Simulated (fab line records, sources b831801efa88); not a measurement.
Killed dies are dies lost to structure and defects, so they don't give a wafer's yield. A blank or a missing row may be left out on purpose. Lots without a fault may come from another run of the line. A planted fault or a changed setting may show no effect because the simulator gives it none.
Split-lot experiment | flow sky130 | 5 lots, 23 wafers read, on a route of 708 steps

THE SPLIT
At SKY_VT_ADJUST_LVTN_SOFTBAKE_03, the setting temp_c was moved away from the recipe's 110 C on 10 of the 23 wafers read, by -3.3% to +1.7%. The other wafers ran this setting at the recipe's value.

FROM THE SPLIT TO THE READING: what the file shows between them, 2 steps
- SKY_VT_ADJUST_LVTN_EXPOSE_04: exposes mask NWM COMPLEMENT LESS NATIVE, target cd 840 nm
- SKY_VT_ADJUST_LVTN_PEB_05

THE READING
coat_of_VT_ADJUST_LVTN_COAT_02.thk_nm (the simulator's own value, which no gauge read), in nm, at SKY_VT_ADJUST_LVTN_DEVELOP_06 (develop time 60 s). The file gives no usual value for it. The 13 wafers here that ran the recipe average 2989 nm, standard deviation 8.8 nm.

wafer  | tool, chamber at the split | temp_c as run, C | against the recipe | coat_of_VT_ADJUST_LVTN_COAT_02.thk_nm, nm | against lot-mates on the recipe
L074.1 | litho_track-02, 0          | 107.2            | -2.5%              | 3006                                      | +27
L074.3 | litho_track-02, 0          | 107.2            | -2.5%              | 2995                                      | +16
L074.4 | litho_track-02, 0          | 110              | recipe             | 2985                                      | -
L074.5 | litho_track-02, 0          | 110              | recipe             | 2977                                      | -
L074.6 | litho_track-02, 0          | 110              | recipe             | 2976                                      | -
L076.2 | litho_track-04, 0          | 110              | recipe             | 2993                                      | -
L076.4 | litho_track-04, 0          | 110              | recipe             | 2991                                      | -
L076.6 | litho_track-04, 0          | 110              | recipe             | 2989                                      | -
L077.1 | litho_track-04, 0          | 110              | recipe             | 2978                                      | -
L077.2 | litho_track-04, 0          | 111.9            | +1.7%              | 2970                                      | -10
L077.3 | litho_track-04, 0          | 110              | recipe             | 2981                                      | -
L077.4 | litho_track-04, 0          | 111.9            | +1.7%              | 2968                                      | -12
L077.6 | litho_track-04, 0          | 111.9            | +1.7%              | 2974                                      | -6
L079.1 | litho_track-04, 0          | 107.5            | -2.3%              | 3012                                      | +20
L079.2 | litho_track-04, 0          | 107.5            | -2.3%              | 3011                                      | +18
L079.3 | litho_track-04, 0          | 110              | recipe             | 2996                                      | -
L079.4 | litho_track-04, 0          | 107.5            | -2.3%              | 3009                                      | +16
L079.5 | litho_track-04, 0          | 110              | recipe             | 2989                                      | -
L084.2 | litho_track-02, 0          | 106.4            | -3.3%              | 3022                                      | +22
L084.3 | litho_track-02, 0          | 106.4            | -3.3%              | 3020                                      | +20
L084.4 | litho_track-02, 0          | 110              | recipe             | 2996                                      | -
L084.5 | litho_track-02, 0          | 110              | recipe             | 3005                                      | -
L084.6 | litho_track-02, 0          | 110              | recipe             | 3000                                      | -

THE FIT
A straight line over all 23 wafers: coat_of_VT_ADJUST_LVTN_COAT_02.thk_nm changes by -8.9 nm for each +1% of temp_c; r = -0.86; the points scatter about the line by 8.1 nm.
The same after taking each lot's own level away (the mean of its wafers on the recipe; 23 wafers): -6.81 nm for each +1%; r = -0.95; scatter 3.6 nm.
On that fit, the largest move of temp_c shifts the reading by 22 nm.
The lots' own levels span 2979.3 to 3000.3 nm, that is 2.4 times the standard deviation above.
So the lot-to-lot level changes the slope: the two fits differ.
Check: with one of the wafers moved furthest among these (-3.3%) left out of the fit, the line predicts +23.6 nm for it against its lot-mates. It came out at +21.7 nm against them.

OTHER SPLITS ON THESE WAFERS
These wafers also went through other splits before the reading. Each is held against what the fit with the lots' levels taken away leaves over:
other split on the same wafers       | wafers away from the commonest value | r with coat_of_VT_ADJUST_LVTN_COAT_02.thk_nm (lot level and that fit taken away)
SKY_FIELD_ISO_CVD_03 temp_c          | 5                                    | -0.24
SKY_FIELD_ISO_EXPOSE_10 dose_mj      | 5                                    | -0.06
SKY_FIELD_ISO_ETCH_17 icp_w          | 11                                   | +0.00
SKY_NWELL_COAT_05 resist_thk_nm      | 11                                   | -0.09
SKY_NWELL_IMPLANT_13 energy_kev      | 7                                    | -0.20
SKY_NWELL_IMPLANT_24 energy_kev      | 9                                    | +0.16
SKY_VT_ADJUST_HVTP_EXPOSE_04 dose_mj | 10                                   | +0.12

THE WHOLE CHAIN: every reading that the file lists as answering this split, in the file's order
step                          | what it does      | reading                                                                                | change (the file's fit)              | r (the file's)
SKY_VT_ADJUST_LVTN_DEVELOP_06 | develop time 60 s | coat_of_VT_ADJUST_LVTN_COAT_02.thk_nm (the simulator's own value, which no gauge read) | -6.95 nm for each +1% of the setting | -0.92
SKY_VT_ADJUST_LVTN_STRIP_09   | strips in O2/N2   | strip_time_to_endpoint_s                                                               | withheld for each +1% of the setting | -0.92

THE FILE'S OWN FIT
coat_of_VT_ADJUST_LVTN_COAT_02.thk_nm changes by -6.95 nm for each +1% of temp_c, r = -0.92.
